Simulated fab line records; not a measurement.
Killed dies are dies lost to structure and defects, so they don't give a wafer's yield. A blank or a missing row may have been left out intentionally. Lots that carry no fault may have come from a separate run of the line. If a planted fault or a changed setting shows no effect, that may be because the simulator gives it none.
Which tool did it?    flow sky130    39 wafers from 13 lots sampled at 4 of the route's 708 steps

== WHAT EACH GAUGE READ, for each wafer ==
SKY_VT_ADJUST_HVTP_TW_MEAS_11. Usual: VT_ADJUST_HVTP_TW gives 1350 (standard deviation 18).
lot   measured      on             VT_ADJUST_HVTP_TW  flag
L720  day 6 06:04   film metro-01  1373 1367 1357     
L721  day 6 08:37   film metro-02  1328 1332 1334     
L722  day 6 11:31   film metro-02  1322 1327 1323     
L723  day 6 18:53   film metro-04  1365 1359 1353     
L724  day 6 22:19   film metro-01  1365 1368 1371     
L725  day 7 10:02   film metro-02  1334 1337 1335     
L729  day 8 11:47   film metro-02  1337 1334 1328     
L738  day 10 19:49  film metro-04  1356 1348 1353     
L737  day 10 23:35  film metro-04  1357 1356 1349     
L739  day 11 04:01  film metro-02  1322 1324 1320     
L740  day 11 09:48  film metro-04  1360 1355 1360     
L742  day 11 22:25  film metro-02  1321 1327 1320     
L743  day 12 04:31  film metro-01  1358 1359 1353     

SKY_VT_ADJUST_NCORE_OVL_MEAS_08. Usual: VT_ADJUST_NCORE_OVL gives -0.5 nm (standard deviation 1.6).
lot   measured      on          VT_ADJUST_NCORE_OVL (nm)  flag
L720  day 8 18:13   overlay-01  1.4 2.5 1.8               
L721  day 8 21:04   overlay-02  -1.8 0.5 -0.5             
L722  day 9 00:13   overlay-02  0.2 2.1 3.4               
L723  day 9 08:19   overlay-01  2.8 0.7 0.7               
L724  day 9 11:40   overlay-02  -1.3 0.5 -1.2             
L725  day 10 00:49  overlay-01  -4.3 -2.1 -3.6            
L729  day 11 05:49  overlay-02  0.0 -2.6 -2.1             
L738  day 13 20:13  overlay-01  0.6 0.1 -0.9              
L737  day 14 01:11  overlay-01  0.2 0.7 -2.2              
L739  day 14 06:55  overlay-02  -3.2 -1.8 -1.8            
L740  day 14 12:19  overlay-02  -1.4 -1.6 -0.9            
L742  day 15 02:07  overlay-02  1.1 1.3 0.0               
L743  day 15 09:37  overlay-02  -2.9 -3.1 -1.5            

SKY_GATE_OXIDE_OVL_MEAS_10. Usual: GATE_OXIDE_OVL gives 1.3 nm (standard deviation 1.2).
lot   measured      on          GATE_OXIDE_OVL (nm)  flag
L720  day 13 22:35  overlay-01  1.4 0.2 1.3          
L721  day 14 01:18  overlay-02  2.4 1.0 2.4          
L722  day 14 10:36  overlay-02  2.0 -0.5 -0.3        
L723  day 14 18:35  overlay-02  0.3 2.3 1.3          
L724  day 14 22:51  overlay-02  2.8 1.2 3.8          
L725  day 15 12:44  overlay-01  0.7 0.6 1.7          
L729  day 17 01:28  overlay-01  1.7 2.4 0.6          
L738  day 20 05:57  overlay-01  1.6 2.4 -0.6         
L737  day 20 12:18  overlay-01  -2.0 1.1 -0.3        
L739  day 20 16:47  overlay-01  3.2 -1.3 0.8         
L740  day 20 19:08  overlay-01  -0.3 1.1 -0.3        
L742  day 21 13:36  overlay-01  2.7 2.0 0.8          
L743  day 21 23:47  overlay-01  1.0 1.3 0.4          

== WHAT TOOL EACH LOT RAN ON (gives the tool, then ch and the chambers of the sampled wafers, and finally the start) ==
lot   SKY_SONOS_ONO_CVD_04
L720  lpcvd-03 ch 0, day 11 16:39
L721  lpcvd-03 ch 1, day 11 20:47
L722  lpcvd-03 ch 0, day 12 04:08
L723  lpcvd-03 ch 0, day 12 13:04
L724  lpcvd-03 ch 0, day 12 16:47
L725  lpcvd-03 ch 0, day 13 04:25
L729  lpcvd-03 ch 0, day 14 14:32
L738  lpcvd-03 ch 1, day 17 10:48
L737  lpcvd-03 ch 0, day 17 18:14
L739  lpcvd-03 ch 0, day 17 23:49
L740  lpcvd-03 ch 1, day 18 04:03
L742  lpcvd-03 ch 1, day 18 21:30
L743  lpcvd-03 ch 1, day 19 06:37
- SKY_SONOS_ONO_CVD_04: deposits SiO2 from SiH4/N2O, target thk 5.7199 nm.

== WHAT THE TOOLS THEMSELVES READ (means of the sampled wafers that have a number; where no wafer has one, the mark that the record gives instead) ==
SKY_SONOS_ONO_CVD_04. Usual: pressure mtorr 399.8 mTorr, standard deviation 0.83; spike tc centre C 899.4 C, standard deviation 1.3; zone power centre pct 19.35 %, standard deviation 0.19; zone power upper pct 17.7 %, standard deviation 0.58.
lot   tool      pressure mtorr (mTorr)  spike tc centre C (C)  zone power centre pct (%)  zone power upper pct (%)  flag
L720  lpcvd-03  399.9                   899.8                  19.43                      18.0                      
L721  lpcvd-03  400.3                   901.2                  19.28                      17.0                      
L722  lpcvd-03  399.8                   899.2                  19.44                      17.9                      
L723  lpcvd-03  399.7                   899.6                  19.47                      17.9                      
L724  lpcvd-03  400.6                   899.2                  19.38                      17.9                      
L725  lpcvd-03  400.3                   898.8                  19.45                      18.0                      
L729  lpcvd-03  399.5                   911.9                  24.36                      15.4                      OFF
L738  lpcvd-03  400.6                   900.4                  19.16                      16.8                      
L737  lpcvd-03  399.3                   899.5                  19.31                      18.1                      
L739  lpcvd-03  400.5                   899.0                  19.49                      17.9                      
L740  lpcvd-03  399.6                   900.2                  19.20                      16.7                      
L742  lpcvd-03  399.6                   900.5                  19.40                      16.9                      
L743  lpcvd-03  398.3                   901.0                  19.31                      16.8                      

== THE ANSWER, worked out from the rows above alone ==
Rule: a lot is off if the mean of its wafers that have a number lies more than 3 standard deviations from the usual mean. Also off: a lot with no number at a reading for which 4 or more lots have one. Any other lot the step has rows for is counted as sound. First the gauges in route order, then the tools' own readings, where a lot's mean is used as printed above. The first step at which some lot is off is used, and at that step the reading that is off furthest; a lot without a number counts as furthest.
Off, at SKY_SONOS_ONO_CVD_04 on zone power centre pct: L729.
A tool fits if, at that step or a process step before it, it ran every lot that is off, and no sound lot after the first of them. Of those tried, none fits.

== WHAT HAD BEEN PUT IN BY THE SIMULATOR ==
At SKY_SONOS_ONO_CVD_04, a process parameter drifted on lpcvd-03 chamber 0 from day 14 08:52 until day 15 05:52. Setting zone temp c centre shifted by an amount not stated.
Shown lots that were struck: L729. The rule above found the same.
